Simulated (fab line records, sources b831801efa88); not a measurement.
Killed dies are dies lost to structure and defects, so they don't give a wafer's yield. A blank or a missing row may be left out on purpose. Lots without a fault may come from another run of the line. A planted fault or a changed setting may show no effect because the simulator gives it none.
fab line records | flow sky130
record lots=24 wafers=72 last_day=50
route steps=708 shown CAP2M@604 VIA4@650 METAL5@675 PASSIVATION@681 PAD_OPEN@707
lots that met no fault: from a run of the same line without faults
start_h: hours from the record's first day to the start of the lot's first wafer shown | wait_h: hours since the lot's step before | " the same as in the row above | L1.1+2: a row that stands for several wafers | - no value, or no start given | * or withheld: withheld | < > ~ a bound
route shown NAME@n: a module of which the file shows steps, and the number in the route of the first | usual: mean/standard deviation of fault-free wafers | same: alike in all rows | chamber/n: place in a boat | sites: the reading at each site | _std_site: their standard deviation | _edge_site: outer sites' mean less inner sites' | radius_mm: how far each site lies from the wafer's centre | mask NAME#n: copy n | behind: the tool/chamber that last shaped the wafer | hold: why the lot was held/for how many hours/how that ended | device: the transistor (n, p or np) that didn't switch | end of line: the same wafers' tests at the end of the route | a step without rows: its recipe alone | killed: dies lost to structure and defects at the first sort, not the wafer's yield | map: a wafer's dies, x killed, . not, _ none there
set.NAME: the setting as run; set.NAME@STEP: as run at that earlier step | model.NAME: the simulator's own value behind a step, which no gauge read
steps of the route over a sample of lots; a table a step, a row a wafer
services: from which hour (start_h, from the record's first day; less than 0 if before it) a tool's chamber was out of use, for how many hours, and why
## steps
# step SKY_CAP2M_THK_MEAS_01
# recipe reads=SiO2_of_CAP2M_CVD_00
# usual CAP2M_CVD_00_THK=15.50/0.22
# columns lot.wafer tool chamber start_h wait_h CAP2M_CVD_00_THK[nm]
L074.1 film_metro-01 - 924.62 - 15.65
L074.5 " - " " 15.71
L074.6 " - " " 15.54
L075.3 film_metro-04 - 934.19 - 15.47
L075.5 " - " " 15.39
L075.6 " - " " 15.26
L076.1 film_metro-02 - 939.64 - 15.58
L076.2 " - " " 15.61
L076.4 " - " " 15.87
L078.2 film_metro-04 - 947.98 - 15.41
L078.3 " - " " 15.54
L078.5 " - " " 15.49
L077.1 film_metro-02 - 950.38 - 15.47
L077.4 " - " " 15.65
L077.6 " - " " 15.89
L079.2 film_metro-04 - 960.96 - 15.15
L079.3 " - " " 15.28
L079.5 " - " " 15.32
L080.1 film_metro-04 - 972.96 - 15.44
L080.2 " - " " 15.31
L080.6 " - " " 15.58
L081.4 film_metro-04 - 978.73 - 15.67
L081.5 " - " " 15.81
L081.6 " - " " 15.56
L083.1 film_metro-04 - 990.57 - 15.13
L083.2 " - " " 15.09
L083.4 " - " " 15.45
L082.1 film_metro-04 - 991.16 - 15.31
L082.4 " - " " 15.41
L082.5 " - " " 15.39
L085.2 film_metro-01 - 1002.15 - 15.39
L085.4 " - " " 15.36
L085.5 " - " " 15.27
L084.2 film_metro-02 - 1005.16 - 15.36
L084.4 " - " " 15.31
L084.5 " - " " 15.62
L086.2 film_metro-04 - 1007.07 - 15.13
L086.3 " - " " 15.75
L086.5 " - " " 15.38
L087.1 film_metro-02 - 1018.08 - 15.48
L087.4 " - " " 15.63
L087.5 " - " " 15.64
L088.2 film_metro-04 - 1027.40 - 15.35
L088.4 " - " " 15.46
L088.5 " - " " 15.50
L089.3 film_metro-02 - 1036.25 - 15.41
L089.4 " - " " 15.84
L089.6 " - " " 15.93
L090.3 film_metro-02 - 1037.29 - 15.31
L090.5 " - " " 15.47
L090.6 " - " " 15.64
L091.2 film_metro-02 - 1042.11 - 15.44
L091.4 " - " " 15.69
L091.6 " - " " 15.70
L092.1 film_metro-01 - 1050.80 - 15.51
L092.2 " - " " 15.52
L092.4 " - " " 15.84
L093.2 film_metro-04 - 1061.36 - 15.29
L093.4 " - " " 15.70
L093.6 " - " " 15.69
L094.4 film_metro-01 - 1066.89 - 15.84
L094.5 " - " " 15.94
L094.6 " - " " 15.87
L095.3 film_metro-02 - 1068.43 - 15.01
L095.5 " - " " 15.50
L095.6 " - " " 15.35
L096.3 film_metro-01 - 1073.54 - 15.43
L096.4 " - " " 15.41
L096.5 " - " " 15.99
L097.1 film_metro-04 - 1075.06 - 15.25
L097.2 " - " " 15.12
L097.6 " - " " 15.45
# step SKY_VIA4_OVL_MEAS_11
# usual VIA4_OVL=0.1/1.4
# columns lot.wafer tool chamber start_h wait_h VIA4_OVL[nm]
L074.1 overlay-01 - 998.49 0.1 1.3
L074.5 " - " " 1.0
L074.6 " - " " -0.5
L075.3 overlay-01 - 1007.74 0.1 -0.1
L075.5 " - " " 0.9
L075.6 " - " " 0.6
L076.1 overlay-02 - 1012.20 0.1 0.9
L076.2 " - " " -1.1
L076.4 " - " " -0.9
L078.2 overlay-02 - 1020.49 0.1 4.4
L078.3 " - " " 2.7
L078.5 " - " " 1.6
L077.1 overlay-02 - 1023.68 0.1 1.1
L077.4 " - " " -1.4
L077.6 " - " " -0.4
L079.2 overlay-01 - 1033.65 0.1 -0.6
L079.3 " - " " -0.6
L079.5 " - " " -1.2
L080.1 overlay-01 - 1044.74 0.1 -3.0
L080.2 " - " " -2.9
L080.6 " - " " -1.1
L081.4 overlay-01 - 1049.85 0.1 0.3
L081.5 " - " " 0.2
L081.6 " - " " -0.4
L083.1 overlay-02 - 1059.50 0.1 0.9
L083.2 " - " " -0.5
L083.4 " - " " -0.6
L082.1 overlay-02 - 1060.24 0.1 1.1
L082.4 " - " " -0.5
L082.5 " - " " 0.9
L085.2 overlay-01 - 1072.49 0.1 -0.2
L085.4 " - " " 3.0
L085.5 " - " " -0.7
L084.2 overlay-02 - 1074.59 0.1 -3.1
L084.4 " - " " -3.4
L084.5 " - " " -1.7
L086.2 overlay-01 - 1075.50 0.1 0.9
L086.3 " - " " 1.3
L086.5 " - " " 0.5
L087.1 overlay-02 - 1084.54 0.1 0.6
L087.4 " - " " 0.5
L087.5 " - " " -1.2
L088.2 overlay-02 - 1093.56 0.1 -1.3
L088.4 " - " " 0.8
L088.5 " - " " -1.6
L089.3 overlay-01 - 1101.87 0.1 1.5
L089.4 " - " " 3.6
L089.6 " - " " 2.1
L090.3 overlay-01 - 1103.00 0.1 -1.3
L090.5 " - " " -0.4
L090.6 " - " " -0.5
L091.2 overlay-02 - 1107.14 0.1 0.8
L091.4 " - " " 0.8
L091.6 " - " " -1.1
L092.1 overlay-02 - 1114.75 0.1 -0.3
L092.2 " - " " -0.5
L092.4 " - " " -0.4
L093.2 overlay-01 - 1123.81 0.1 0.7
L093.4 " - " " 0.5
L093.6 " - " " -0.1
L094.4 overlay-02 - 1128.41 0.1 -0.6
L094.5 " - " " 0.0
L094.6 " - " " 0.0
L095.3 overlay-02 - 1131.44 0.1 0.4
L095.5 " - " " -1.4
L095.6 " - " " -0.1
L096.3 overlay-02 - 1134.47 0.1 1.3
L096.4 " - " " 1.4
L096.5 " - " " 0.4
L097.1 overlay-02 - 1136.23 0.1 -1.6
L097.2 " - " " 0.9
L097.6 " - " " -1.3
# step SKY_VIA4_CVD_18
# recipe material=W target_thk_nm=505 time_s=152.14 temp_c=400 pressure_torr=40
# usual heater_power_w=795/48
# columns lot.wafer tool chamber start_h wait_h heater_power_w since_wet_clean_h
L074.1 cvd_w-01 0 999.25 0.0 723 595
L074.5 " 0 " " 690 -
L074.6 " 1 " " 751 -
L075.3 cvd_w-01 0 1008.54 0.1 731 -
L075.5 " 1 " " 786 -
L075.6 " 0 " " 725 -
L076.1 cvd_w-01 0 1012.97 0.0 713 609
L076.2 " 1 " " 776 609
L076.4 " 0 " " 697 -
L078.2 cvd_w-02 0 1021.64 0.0 831 104
L078.3 " 1 " " 827 -
L078.5 " 0 " " 841 -
L077.1 cvd_w-02 0 1024.90 0.0 831 107
L077.4 " 0 " " 836 -
L077.6 " 0 " " 833 -
L079.2 cvd_w-01 0 1034.43 0.0 712 630
L079.3 " 1 " " 769 -
L079.5 " 0 " " 713 -
L080.1 cvd_w-01 0 1045.50 0.0 704 642
L080.2 " 1 " " 798 642
L080.6 " 1 " " 782 -
L081.4 cvd_w-01 1 1050.64 0.1 784 -
L081.5 " 0 " " 712 -
L081.6 " 1 " " 780 -
L083.1 cvd_w-02 1 1060.27 0.0 839 142
L083.2 " 0 " " 843 142
L083.4 " 1 " " 824 -
L082.1 cvd_w-02 0 1061.00 0.0 852 143
L082.4 " 1 " " 821 -
L082.5 " 1 " " 812 -
L085.2 cvd_w-02 0 1073.33 0.0 828 155
L085.4 " 1 " " 824 -
L085.5 " 0 " " 833 -
L084.2 cvd_w-02 1 1075.35 0.0 842 157
L084.4 " 1 " " 841 -
L084.5 " 1 " " 855 -
L086.2 cvd_w-02 0 1076.26 0.0 825 158
L086.3 " 0 " " 827 -
L086.5 " 0 " " 836 -
L087.1 cvd_w-02 1 1085.30 0.0 840 167
L087.4 " 1 " " 796 -
L087.5 " 1 " " 839 -
L088.2 cvd_w-02 1 1094.32 0.0 844 176
L088.4 " 0 " " 826 -
L088.5 " 0 " " 815 -
L089.3 cvd_w-01 1 1102.67 0.1 784 -
L089.4 " 0 " " 716 -
L089.6 " 0 " " 720 -
L090.3 cvd_w-02 1 1103.86 0.1 842 -
L090.5 " 0 " " 796 -
L090.6 " 1 " " 827 -
L091.2 cvd_w-02 1 1107.93 0.0 839 190
L091.4 " 1 " " 826 -
L091.6 " 1 " " 830 -
L092.1 cvd_w-02 0 1115.52 0.0 845 198
L092.2 " 1 " " 838 198
L092.4 " 1 " " 824 -
L093.2 cvd_w-01 0 1124.57 0.0 722 721
L093.4 " 1 " " 773 -
L093.6 " 1 " " 756 -
L094.4 cvd_w-01 0 1129.24 0.1 715 -
L094.5 " 1 " " 789 -
L094.6 " 0 " " 710 -
L095.3 cvd_w-02 1 1132.24 0.1 860 -
L095.5 " 1 " " 835 -
L095.6 " 0 " " 825 -
L096.3 cvd_w-01 0 1135.36 0.1 730 -
L096.4 " 1 " " 785 -
L096.5 " 1 " " 792 -
L097.1 cvd_w-01 0 1137.11 0.0 741 733
L097.2 " 1 " " 788 733
L097.6 " 0 " " 743 -
# step SKY_METAL5_DESCUM_14
# recipe chemistry=O2 source_power_w=150 bias_power_w=0 pressure_mtorr=10 temp_c=40 time_s=11
# usual chamber_pressure_mTorr=10.000/0.0082 drypump_motor_current_A=5.58/0.3 oes_product_au=1.004/0.0085
# columns lot.wafer tool chamber start_h wait_h chamber_pressure_mTorr drypump_motor_current_A oes_product_au rf_hours_counter_h
L074.1 rie_metal-01 0 1022.46 0.1 9.999 5.58 1.010 20
L074.5 " 1 " " 9.998 5.03 1.006 -
L074.6 " 0 " " 9.989 5.60 1.006 -
L075.3 rie_metal-02 0 1031.85 0.1 10.010 5.69 0.993 -
L075.5 " 0 " " 10.016 5.71 0.986 -
L075.6 " 1 " " 10.000 5.88 1.007 -
L076.1 rie_metal-01 0 1035.61 0.1 10.004 5.59 1.018 21
L076.2 " 1 " " 9.992 5.05 1.003 6
L076.4 " 0 " " 10.010 5.61 1.019 -
L078.2 rie_metal-02 0 1044.51 0.1 10.009 5.76 0.995 7
L078.3 " 0 " " 9.987 5.71 0.995 -
L078.5 " 1 " " 10.006 5.86 1.015 -
L077.1 rie_metal-01 1 1046.98 0.1 9.992 5.06 1.009 7
L077.4 " 1 " " 10.004 5.04 1.009 -
L077.6 " 1 " " 10.006 5.07 1.005 -
L079.2 rie_metal-03 1 1057.31 0.1 10.006 5.13 1.010 21
L079.3 " 0 " " 9.994 5.62 1.011 -
L079.5 " 0 " " 9.997 5.64 1.000 -
L080.1 rie_metal-02 1 1067.94 0.1 10.003 5.93 1.023 18
L080.2 " 0 " " 9.997 5.71 1.008 9
L080.6 " 0 " " 9.996 5.68 1.006 -
L081.4 rie_metal-02 1 1073.14 0.1 10.001 5.87 1.003 -
L081.5 " 1 " " 10.013 5.90 1.007 -
L081.6 " 0 " " 9.994 5.72 0.996 -
L083.1 rie_metal-02 1 1081.78 0.1 10.006 5.90 1.001 19
L083.2 " 0 " " 10.005 5.71 0.990 10
L083.4 " 0 " " 9.997 5.76 0.993 -
L082.1 rie_metal-03 0 1082.11 0.1 9.994 5.63 1.017 9
L082.4 " 1 " " 10.007 5.15 1.016 -
L082.5 " 1 " " 9.998 5.14 1.013 -
L085.2 rie_metal-02 1 1094.74 0.1 9.995 5.91 1.015 20
L085.4 " 1 " " 9.993 5.90 1.003 -
L085.5 " 0 " " 10.006 5.69 1.000 -
L084.2 rie_metal-02 1 1096.36 0.1 10.000 5.92 1.003 20
L084.4 " 1 " " 10.010 5.90 1.001 -
L084.5 " 0 " " 10.011 5.72 1.000 -
L086.2 rie_metal-01 1 1096.66 0.1 9.986 5.05 1.006 11
L086.3 " 0 " " 9.996 5.57 1.013 -
L086.5 " 1 " " 9.987 5.06 1.015 -
L087.1 rie_metal-03 0 1105.91 0.1 10.011 5.63 1.017 10
L087.4 " 1 " " 9.998 5.16 1.019 -
L087.5 " 0 " " 9.993 5.64 1.012 -
L088.2 rie_metal-02 0 1114.76 0.1 10.002 5.72 0.989 12
L088.4 " 1 " " 9.984 5.89 0.998 -
L088.5 " 0 " " 9.994 5.74 0.990 -
L089.3 rie_metal-01 0 1122.85 0.1 9.996 5.57 1.010 -
L089.4 " 1 " " 10.010 5.05 1.009 -
L089.6 " 0 " " 10.002 5.56 1.002 -
L090.3 rie_metal-03 0 1123.96 0.1 10.007 5.63 0.999 -
L090.5 " 0 " " 9.988 5.63 1.016 -
L090.6 " 0 " " 9.990 5.63 1.007 -
L091.2 rie_metal-02 0 1127.74 0.1 10.010 5.69 0.996 13
L091.4 " 1 " " 10.003 5.89 1.008 -
L091.6 " 0 " " 10.005 5.70 0.994 -
L092.1 rie_metal-03 1 1135.58 0.1 9.986 5.17 0.997 26
L092.2 " 0 " " 9.994 5.61 1.000 13
L092.4 " 1 " " 9.993 5.16 1.002 -
L093.2 rie_metal-02 1 1144.28 0.1 9.989 5.92 1.011 24
L093.4 " 1 " " 10.003 5.91 1.009 -
L093.6 " 1 " " 10.002 5.92 1.007 -
L094.4 rie_metal-03 1 1147.75 0.1 9.990 5.16 1.009 -
L094.5 " 0 " " 10.013 5.64 1.020 -
L094.6 " 1 " " 10.011 5.16 1.006 -
L095.3 rie_metal-03 0 1151.44 0.1 10.007 5.62 1.010 -
L095.5 " 1 " " 9.991 5.16 1.005 -
L095.6 " 0 " " 10.000 5.64 1.011 -
L096.3 rie_metal-02 1 1153.84 0.1 10.006 5.88 1.004 -
L096.4 " 0 " " 10.011 5.74 0.991 -
L096.5 " 1 " " 10.007 5.86 1.000 -
L097.1 rie_metal-02 1 1155.24 0.1 9.999 5.87 1.001 25
L097.2 " 0 " " 9.992 5.77 0.990 16
L097.6 " 1 " " 10.003 5.86 1.007 -
# step SKY_PASSIVATION_CVD_00
# recipe material=SiO2 target_thk_nm=90 temp_c=400 time_s=withheld rf_w=600
# usual heater_power_w=651/62
# columns lot.wafer tool chamber start_h wait_h heater_power_w
L074.1 pecvd-01 1 1023.32 0.0 594
L074.5 " 2 " " 652
L074.6 " 1 " " 607
L075.3 pecvd-02 1 1032.70 0.0 766
L075.5 " 2 " " 543
L075.6 " 0 " " 521
L076.1 pecvd-01 1 1036.47 0.0 668
L076.2 " 2 " " 647
L076.4 " 1 " " 687
L078.2 pecvd-02 2 1045.41 0.0 581
L078.3 " 0 " " 531
L078.5 " 2 " " 568
L077.1 pecvd-03 0 1048.12 0.0 705
L077.4 " 0 " " 713
L077.6 " 1 " " 600
L079.2 pecvd-02 2 1058.19 0.0 611
L079.3 " 2 " " 630
L079.5 " 2 " " 626
L080.1 pecvd-03 1 1068.80 0.0 592
L080.2 " 2 " " 637
L080.6 " 2 " " 647
L081.4 pecvd-03 0 1074.00 0.0 592
L081.5 " 1 " " 570
L081.6 " 2 " " 701
L083.1 pecvd-01 2 1082.64 0.0 743
L083.2 " 0 " " 652
L083.4 " 0 " " 653
L082.1 pecvd-02 0 1082.98 0.0 536
L082.4 " 1 " " 638
L082.5 " 0 " " 538
L085.2 pecvd-01 2 1095.61 0.0 597
L085.4 " 2 " " 622
L085.5 " 0 " " 734
L084.2 pecvd-01 0 1097.22 0.0 629
L084.4 " 0 " " 653
L084.5 " 2 " " 682
L086.2 pecvd-02 0 1097.52 0.0 618
L086.3 " 2 " " 598
L086.5 " 0 " " 618
L087.1 pecvd-03 1 1106.81 0.0 688
L087.4 " 0 " " 676
L087.5 " 1 " " 687
L088.2 pecvd-01 1 1115.63 0.0 546
L088.4 " 0 " " 751
L088.5 " 1 " " 560
L089.3 pecvd-01 2 1123.75 0.0 689
L089.4 " 0 " " 757
L089.6 " 2 " " 712
L090.3 pecvd-01 0 1125.13 0.0 633
L090.5 " 2 " " 768
L090.6 " 0 " " 646
L091.2 pecvd-01 0 1128.63 0.0 653
L091.4 " 2 " " 698
L091.6 " 2 " " 765
L092.1 pecvd-02 1 1136.49 0.0 715
L092.2 " 0 " " 589
L092.4 " 2 " " 626
L093.2 pecvd-03 1 1145.14 0.0 570
L093.4 " 1 " " 586
L093.6 " 0 " " 572
L094.4 pecvd-02 0 1148.61 0.0 640
L094.5 " 1 " " 748
L094.6 " 2 " " 605
L095.3 pecvd-03 1 1152.29 0.0 683
L095.5 " 0 " " 687
L095.6 " 1 " " 699
L096.3 pecvd-01 1 1154.69 0.0 585
L096.4 " 2 " " 703
L096.5 " 0 " " 679
L097.1 pecvd-03 0 1156.10 0.0 741
L097.2 " 1 " " 620
L097.6 " 0 " " 746
# step SKY_PAD_OPEN_BOW_MEAS_13
# recipe mode=bow
# usual PAD_OPEN_BOW=46/8.5
# columns lot.wafer tool chamber start_h wait_h PAD_OPEN_BOW[um]
L074.1 film_metro-02 - 1069.70 - 53
L074.5 " - " " 65
L074.6 " - " " 48
L075.3 film_metro-02 - 1078.88 - 46
L075.5 " - " " 42
L075.6 " - " " 48
L076.1 film_metro-01 - 1082.15 - 44
L076.2 " - " " 48
L076.4 " - " " 38
L078.2 film_metro-01 - 1091.39 - 43
L078.3 " - " " 37
L078.5 " - " " 48
L077.1 film_metro-02 - 1092.87 - 46
L077.4 " - " " 40
L077.6 " - " " 43
L079.2 film_metro-02 - 1102.31 - 46
L079.3 " - " " 50
L079.5 " - " " 50
L080.1 film_metro-02 - 1112.55 - 58
L080.2 " - " " 46
L080.6 " - " " 68
L081.4 film_metro-02 - 1115.91 - 61
L081.5 " - " " 55
L081.6 " - " " 69
L083.1 film_metro-04 - 1124.74 - 45
L083.2 " - " " 38
L083.4 " - " " 31
L082.1 film_metro-01 - 1125.23 - 46
L082.4 " - " " 53
L082.5 " - " " 37
L085.2 film_metro-04 - 1136.46 - 37
L085.4 " - " " 42
L085.5 " - " " 51
L084.2 film_metro-02 - 1139.51 - 39
L084.4 " - " " 48
L084.5 " - " " 28
L086.2 film_metro-01 - 1139.60 - 25
L086.3 " - " " 36
L086.5 " - " " 40
L087.1 film_metro-04 - 1147.20 - 47
L087.4 " - " " 57
L087.5 " - " " 49
L088.2 film_metro-01 - 1154.36 - 46
L088.4 " - " " 48
L088.5 " - " " 44
L089.3 film_metro-02 - 1162.69 - 44
L089.4 " - " " 46
L089.6 " - " " 44
L090.3 film_metro-01 - 1163.84 - 48
L090.5 " - " " 57
L090.6 " - " " 49
L091.2 film_metro-04 - 1166.21 - 34
L091.4 " - " " 46
L091.6 " - " " 35
L092.1 film_metro-02 - 1173.16 - 47
L092.2 " - " " 53
L092.4 " - " " 48
L093.2 film_metro-01 - 1181.34 - 49
L093.4 " - " " 50
L093.6 " - " " 50
L094.4 film_metro-01 - 1183.79 - 49
L094.5 " - " " 61
L094.6 " - " " 57
L095.3 film_metro-01 - 1187.28 - 36
L095.5 " - " " 53
L095.6 " - " " 38
L096.3 film_metro-04 - 1190.55 - 31
L096.4 " - " " 47
L096.5 " - " " 43
L097.1 film_metro-04 - 1191.04 - 44
L097.2 " - " " 52
L097.6 " - " " 43
## services
# columns tool chamber start_h hours kind
pecvd-01 1 977.75 10.2 repair
rie_metal-01 - 986.78 1.4 pm
rie_metal-03 0 1000.94 7.6 repair
rie_metal-01 0 1024.11 7.4 repair
pecvd-02 - 1024.80 0.6 repair
rie_metal-01 0 1036.26 - clean
rie_metal-01 0 1036.26 24.2 scheduled_down
rie_metal-01 0 1036.26 24.2 vent_cycle
pecvd-02 2 1053.72 1.8 repair
pecvd-02 1 1054.97 4.3 repair
pecvd-03 - 1059.75 0.8 repair
pecvd-03 0 1060.82 2.1 scheduled_down
pecvd-01 1 1068.27 5.2 repair
pecvd-02 - 1100.52 1.1 repair
pecvd-01 0 1117.86 5.5 scheduled_down
rie_metal-03 1 1119.54 5.7 repair
pecvd-01 1 1123.32 5.5 scheduled_down
rie_metal-01 1 1130.89 49.1 repair
pecvd-01 0 1135.56 1.9 repair
## key
fault none
